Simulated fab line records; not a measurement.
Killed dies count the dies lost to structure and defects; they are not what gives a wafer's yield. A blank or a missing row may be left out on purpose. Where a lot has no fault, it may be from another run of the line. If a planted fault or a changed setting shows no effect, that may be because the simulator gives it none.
Struck lot and sound lot, side by side | flow sky130 | 36 out of 708 route steps
Sound: wafers L403.1, L403.4, L403.5. Struck: wafers L411.1, L411.3, L411.5. The cause is named last.
Each step with rows lists, per side, the tool, then ch with its chambers, then its first start. Under that, the readings that differ: sound wafers | struck wafers | difference of the means | sigmas: that difference in standard deviations of wafers without a fault.
alike: same words and numbers on both sides, and readings whose means sit less than 2 such deviations apart. not compared: any withheld reading, any reading some wafer has no value for, any bound like >300 that may hide the same value, and any number with overlapping values for which the record gives no deviation.
The two part at a step that has a row with sigmas, a row that says differs or no value, or rows on one side only. When numbers do not overlap yet have no deviation, they are printed without sigmas and do not part them. Lack of a reading on every wafer of one side parts them only where that side has two or more wafers.

first, 10 steps without rows for these wafers: SKY_METAL4_PEB_11; SKY_METAL4_DEVELOP_12 (develop time 60 s); SKY_METAL4_DESCUM_15 (chemistry O2, time 8 s); SKY_METAL4_ETCH_16 (etches BARC in N2/H2, stops on SiO2, time 88.2 s, target depth 60 nm); SKY_METAL4_ETCH_17 (etches SiO2 in C4F8/O2/Ar, stops on TiN, time 3.9 s, target depth 15 nm); SKY_METAL4_METAL_ETCH_18 (etches the open film in Cl2/BCl3, stops on SiO2, target depth 845 nm, time 183.1 s); SKY_METAL4_STRIP_19 (strips in O2/N2); SKY_METAL4_STRIP_20 (strips in post etch residue remover, time 1200 s); SKY_METAL4_CLEAN_21 (cleans in IPA, time 180 s); SKY_METAL4_CLEAN_22 (cleans in O3/DIW).
SKY_VIA4_HDPCVD_00: deposits SiO2, target thk 1750 nm, time 300.4 s.
  sound on hdpcvd-02 ch 1,2, day 44 18:08; struck on hdpcvd-02 ch 0,2, day 46 22:15
  reading                                  | sound          | struck            | difference | sigmas
  model.SiO2_of_VIA4_HDPCVD_00.thk-nm (nm) | 1804 1803 1794 | 586.9 591.3 569.1 | -1217.9    |
SKY_VIA4_THK_MEAS_01:
  sound on film-metro-04 at day 44 18:19; struck on film-metro-03 at day 46 22:25
  reading              | sound          | struck      | difference | sigmas
  VIA4_HDPCVD_THK (nm) | 1804 1805 1795 | 587 591 569 | -1219      | -72
then, 8 steps without rows for these wafers: SKY_VIA4_CMP_02 (polishes SiO2); SKY_VIA4_DEHYDRATE_04 (time 60 s); SKY_VIA4_HMDS_05 (prime time 60 s); SKY_VIA4_COAT_06 (resist thk 1140 nm); SKY_VIA4_SOFTBAKE_07 (time 60 s); SKY_VIA4_EXPOSE_08 (exposes mask VIM4, target cd 800 nm); SKY_VIA4_PEB_09; SKY_VIA4_DEVELOP_10 (develop time 60 s).
SKY_VIA4_ETCH_12: etches SiO2 in C4F8/O2/Ar, stops on TiN, target depth 580 nm.
  sound on rie-diel-02 ch 1,2, day 45 15:26; struck on rie-diel-01 ch 1,2,3, day 47 18:44
  reading                          | sound             | struck          | difference | sigmas
  model.VIA4.feature-depth-nm (nm) | 581.1 581.4 582.6 | 581 579.8 569.1 | -5         |
  model.etch.depth-nm (nm)         | 581.1 581.4 582.6 | 581 579.8 569.1 | -5         |
  alike: oes-product-au
then, 13 steps without rows for these wafers: SKY_VIA4_STRIP_13 (strips in O2/N2); SKY_VIA4_STRIP_14 (strips in post etch residue remover, time 1200 s); SKY_VIA4_CLEAN_15 (cleans in IPA, time 180 s); SKY_VIA4_CLEAN_16 (cleans in O3/DIW); SKY_VIA4_SPUTTER_17 (material TiN, target thk 20 nm, time 80 s); SKY_VIA4_CVD_18 (deposits W, target thk 505 nm, time 152.14 s); SKY_VIA4_CMP_21 (polishes, stops on SiO2, t overpolish 25 s, target thk 0 nm); SKY_METAL5_SPUTTER_00 (material Ti, target thk 15 nm, time 10 s); SKY_METAL5_SPUTTER_01 (material TiN, target thk 20 nm, time 16.7 s); SKY_METAL5_SPUTTER_02 (material AlCu, target thk 1150 nm, time 61.2 s); SKY_METAL5_SPUTTER_03 (material Ti, target thk 5 nm, time 3.3 s); SKY_METAL5_SPUTTER_04 (material TiN, target thk 70 nm, time 58.3 s); SKY_METAL5_DEHYDRATE_07 (time 60 s).
SKY_METAL5_METAL_ETCH_15: etches the open film in Cl2/BCl3, stops on SiO2, target depth 1260 nm, time 252 s.
  sound on rie-metal-04 ch 0, day 46 13:44; struck on rie-metal-02 ch 0, day 48 15:18
  alike: drypump-motor-current-A, oes-product-au, throttle-valve-pct
  not compared: rf-hours-counter-h, model.SiO2_of_VIA4_HDPCVD_00.thk-nm
SKY_PAD_OPEN_PROBE_99:
  sound on prober-02 at day 48 08:51; struck on prober-02 at day 50 05:52
  reading                               | sound             | struck                        | difference | sigmas
  model.etest.tester.sort-n-pass        | 399 428 409       | 234 225 248                   | -176       |
  model.etest.tester.sort_bin_3_pct (%) | 1.22 1.423 0.813  | 38.21 36.59 35.37             | +35.57     |
  model.etest.tester.sort-yield-pct (%) | 81.1 86.99 83.13  | 47.56 45.73 50.41             | -35.84     |
  model.etest.met5-comb.leak-log10-a-um | -11.88 -12 -12.02 | -6.98 -6.904 -6.767           | +5.08      |
  model.etest.tester.sort_bin_8_pct (%) | 0 0 0             | 9.835e-08 3.383e-09 7.546e-06 | +2.549e-06 |
  alike: defect-limited-yield, killed_at_M0_to_M3, killed_at_M4_up, killed-at-contacts, killed-at-front-end, killed-at-other, killed-dies, killed-on-rim, killed-open, killed-short
  not compared: model.etest.tester.sort_bin_4_pct

WHERE THEY PART
Only at SKY_VIA4_THK_MEAS_01, as far as this record shows. Later steps at which nothing parts them and some readings are alike: SKY_VIA4_ETCH_12, SKY_METAL5_METAL_ETCH_15, SKY_PAD_OPEN_PROBE_99.

WHY: the cause the simulator had injected
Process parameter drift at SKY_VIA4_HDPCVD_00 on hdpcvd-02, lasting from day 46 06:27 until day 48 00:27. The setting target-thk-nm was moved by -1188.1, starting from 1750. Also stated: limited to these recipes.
